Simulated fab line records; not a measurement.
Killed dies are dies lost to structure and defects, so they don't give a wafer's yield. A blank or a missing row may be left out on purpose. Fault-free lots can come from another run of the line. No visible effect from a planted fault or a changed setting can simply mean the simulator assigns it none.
2 desks, one fault	flow gf180mcu	each desk has only its own numbers; what lay behind them comes last

== METROLOGY DESK ==
What the gauges read, lot by lot, whatever tool the lot ran on: means of the sampled wafers that have a number. Marked OUT: a lot whose mean sits more than 4 standard deviations from the usual mean, which makes it out of limits; the brackets give that distance.
Columns: A = DUAL_GATE_OXIDATION_00_THK at GF_DUAL_GATE_THK_MEAS_03, usual 10.87 nm
lot	first seen here	A
L377	day 7 15:28	10.79
L378	day 7 20:32	11.05
L381	day 8 17:43	10.88
L382	day 9 01:05	10.76
L383	day 9 08:51	11.16
L384	day 9 13:58	10.97
L389	day 11 01:09	11.24
L391	day 11 17:05	10.89
L392	day 11 23:40	10.70
L393	day 12 04:00	10.74
L394	day 12 09:33	10.66
L396	day 13 07:20	10.60
L397	day 13 15:29	10.64
L400	day 14 06:22	10.73
This desk's verdict: no lot among the 14 shows anything out of limits.

== FOR THE TOOL OWNER'S DESK: rie si-01 ==
The tool's own readings at GF_POLY_GATE_ETCH_13 (etches poly-Si in HBr/Cl2, stops on SiO2, target depth 198.5 nm, time 69.6 s): means of the sampled wafers that have a number, for each lot that ran on this tool. Marked OUT: a lot whose mean sits more than 4 standard deviations from the usual mean, which makes it out of limits; the brackets give that distance.
Columns: A = drypump motor current A at GF_POLY_GATE_ETCH_13, usual 5.7 A; B = oes product au at GF_POLY_GATE_ETCH_13, usual 0.991 a.u.; C = run length s at GF_POLY_GATE_ETCH_13, usual 98.1 s; D = throttle valve pct at GF_POLY_GATE_ETCH_13, usual 33.685 %
lot	first seen here	A	B	C	D
L377	day 9 04:38	5.3	0.986	98.7	33.686
L378	day 9 10:02	5.3	1.000	98.3	33.689
L383	day 10 23:50	5.7	0.988	97.9	33.690
L384	day 11 05:27	5.3	0.993	98.3	33.690
L389	day 12 18:03	5.7	0.996	97.7	33.693
L391	day 13 11:03	5.2	0.998	91.3 (-9.6) OUT	33.677
L392	day 13 19:41	5.2	0.994	91.2 (-9.7) OUT	33.688
L393	day 14 03:33	5.2	0.998	92.1 (-8.5) OUT	33.666
This desk finds L391, L392, L393 out of limits, L391 being first, at day 13 11:03 (run length s at GF_POLY_GATE_ETCH_13). L377, L378, L383, L384, L389: within limits.

== PUT TOGETHER ==
At day 13 11:03, on L391, L392, L393, the tool owner's desk was in a position to raise an alarm.
Metrology desk: nothing out of limits seen.
The metrology desk has L391, L392, L393 on record, within its limits.
Of the lots named, all ran GF_POLY_GATE_ETCH_13 on rie si-01.

== WHAT THE SIMULATOR HAD PUT IN ==
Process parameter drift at GF_POLY_GATE_ETCH_13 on rie si-01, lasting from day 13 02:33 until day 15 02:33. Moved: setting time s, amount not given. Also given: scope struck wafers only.
Lots struck among those shown: L391, L392, L393.
Each desk's first reading out of limits, in hours after the fault started: the tool owner's desk, 8.
